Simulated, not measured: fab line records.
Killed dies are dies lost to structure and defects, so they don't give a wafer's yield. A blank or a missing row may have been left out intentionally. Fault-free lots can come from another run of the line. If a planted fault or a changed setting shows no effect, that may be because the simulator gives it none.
A lot that was struck, set against a sound lot / flow sky130 / 16 out of 708 route steps
Sound: wafers L176.3, L176.4, L176.6. Struck: wafers L182.1, L182.4, L182.5. Last of all comes the cause.
For every step that has rows: the tool of each side, followed by ch and its chambers, followed by its first start. Under that, the readings that differ: sound wafers / struck wafers / difference of the means / sigmas: that difference in standard deviations of wafers without a fault.
alike: readings whose means differ by less than 2 such deviations, and words and numbers that are the same on both sides. not compared: withheld readings, readings that some wafer has no value for, bounds like >300 that may hide the same value, and numbers for which the record gives no deviation and whose values overlap.
Wherever a step has rows on one side only, a row that says differs or no value, or a row with sigmas, the two part there. Numbers that don't overlap but have no deviation are shown without sigmas and don't part them. A reading missing from all wafers of one side parts the sides only when that side holds two or more wafers.

first, 5 steps without rows for these wafers: SKY_SONOS_TUNNEL_COAT_02 (resist thk 1140 nm); SKY_SONOS_TUNNEL_SOFTBAKE_03 (time 60 s); SKY_SONOS_TUNNEL_EXPOSE_04 (exposes mask TUNM, target cd 410 nm); SKY_SONOS_TUNNEL_PEB_05; SKY_SONOS_TUNNEL_DEVELOP_06 (develop time 60 s).
SKY_SONOS_TUNNEL_CD_MEAS_07: the cd target is 410 nm.
  struck on cdSem-01, day 14 20:22; sound on cdSem-01, day 12 09:48
  alike: cdNm
SKY_SONOS_TUNNEL_OVL_MEAS_08:
  struck on overlay-01, day 14 20:29; sound on overlay-02, day 12 09:53
reading=SONOS_TUNNEL_OVL (nm); sound=2.0 1.5 2.4; struck=-0.9 -1.0 -2.1; difference=-3.3; sigmas=-2
then, 3 steps without rows for these wafers: SKY_SONOS_TUNNEL_IMPLANT_09; SKY_SONOS_TUNNEL_WET_ETCH_10 (etches SiO2 in dHF, target depth 14 nm, time 280 s); SKY_SONOS_TUNNEL_STRIP_11 (strips in SPM, time 600 s).
SKY_SONOS_TUNNEL_TW_MEAS_12:
  struck on filmMetro-03, day 14 20:56; sound on filmMetro-02, day 12 10:21
  alike: SONOS_TUNNEL_TW
then, 1 step without rows for these wafers: SKY_SONOS_TUNNEL_CLEAN_13 (cleans in dHF, time 20 s).
SKY_SONOS_ONO_OXIDATION_00: stabilise 600 s, purge 300 s, target thk 2.6 nm.
  sound on furnace-01 ch 0, day 12 10:24; struck on furnace-01 ch 0, day 14 22:05
reading=spikeTcBottomC (C); sound=824.7 824.1 824.1; struck=838.1 839.3 841.1; difference=+15.2; sigmas=+13
reading=spikeTcCentreC (C); sound=799.6 799.6 801.5; struck=815.2 815.5 815.1; difference=+15.0; sigmas=+9
reading=spikeTcLowerC (C); sound=799.8 800.7 799.4; struck=816.3 819.1 815.8; difference=+17.1; sigmas=+13
reading=spikeTcTopC (C); sound=816.9 814.6 816.2; struck=830.4 830.7 831.7; difference=+15.0; sigmas=+12
reading=spikeTcUpperC (C); sound=799.0 797.8 798.4; struck=815.9 814.7 814.9; difference=+16.8; sigmas=+8
reading=tubeCenterTempC (C); sound=799.8 800.09 800.01; struck=815.99 815.82 815.84; difference=+15.92; sigmas=+99 or more
reading=tube_center_temp_C_max; sound=802.1 802.4 802.0; struck=818.0 817.7 817.8; difference=+15.7; sigmas=+52
reading=zonePowerCentrePct (%); sound=14.47 14.26 14.17; struck=14.99 14.81 15.00; difference=+0.63; sigmas=+5
reading=model.SiO2_of_SONOS_ONO_OXIDATION_00.thkNm (nm); sound=2.548 2.55 2.595; struck=3.134 3.119 3.134; difference=+0.565; sigmas=
SKY_SONOS_ONO_THK_MEAS_01:
  struck on filmMetro-01, day 14 23:26; sound on filmMetro-01, day 12 11:46
reading=SONOS_ONO_OXIDATION_THK (nm); sound=2.54 2.60 2.59; struck=3.15 3.09 3.12; difference=+0.54; sigmas=+8
then, 1 step without rows for these wafers: SKY_SONOS_ONO_CVD_02 (deposits Si3N4 from DCS/NH3, target thk 10.5 nm, time 180 s).
-- a jump in the record: the struck wafers' starts before and after are 34 days apart (it breaks off in module SONOS_ONO and resumes in module PAD_OPEN, where the first step shown is number 708 of the route) --
SKY_PAD_OPEN_PROBE_99:
  struck on prober-01, day 48 16:37; sound on prober-01, day 46 17:40
reading=model.etest.sonosErased.driveUaUm; sound=178.8 166.3 178.1; struck=112.6 111.6 91.43; difference=-69.2; sigmas=
reading=model.etest.sonosErased.vtV (V); sound=-2.288 -2.272 -2.286; struck=-1.475 -1.509 -1.461; difference=+0.800; sigmas=
reading=model.etest.capOno.gateLog10ACm2; sound=-7.829 -7.86 -7.874; struck=-8.842 -8.781 -8.795; difference=-0.952; sigmas=
reading=model.etest.capOno.gateBvV (V); sound=16.46 16.62 16.25; struck=17.04 16.88 17.33; difference=+0.64; sigmas=
reading=model.etest.capOno.toxAccNm (nm); sound=12.8 12.84 12.84; struck=13.61 13.59 13.56; difference=+0.76; sigmas=
reading=model.etest.sonosProgrammed.vtV (V); sound=1.495 1.449 1.503; struck=1.18 1.186 1.167; difference=-0.30; sigmas=
reading=model.etest.sonosBaked.vtLessV (V); sound=-0.5016 -0.4431 -0.5057; struck=-0.3243 -0.3281 -0.3025; difference=+0.1652; sigmas=
  alike: killed_at_M0_to_M3, killed_at_M4_up, killedAtContacts, killedAtFrontEnd, killedAtOther, killedDies, killedOpen, killedShort
  not compared: model.etest.sonosUncharged.rOnOhmUm

== WHERE THEY PART ==
Last at SKY_SONOS_ONO_THK_MEAS_01 as far as this record goes, first at SKY_SONOS_TUNNEL_OVL_MEAS_08. Later steps at which nothing parts them and some readings are alike: SKY_PAD_OPEN_PROBE_99.

WHY: what had been put in by the simulator
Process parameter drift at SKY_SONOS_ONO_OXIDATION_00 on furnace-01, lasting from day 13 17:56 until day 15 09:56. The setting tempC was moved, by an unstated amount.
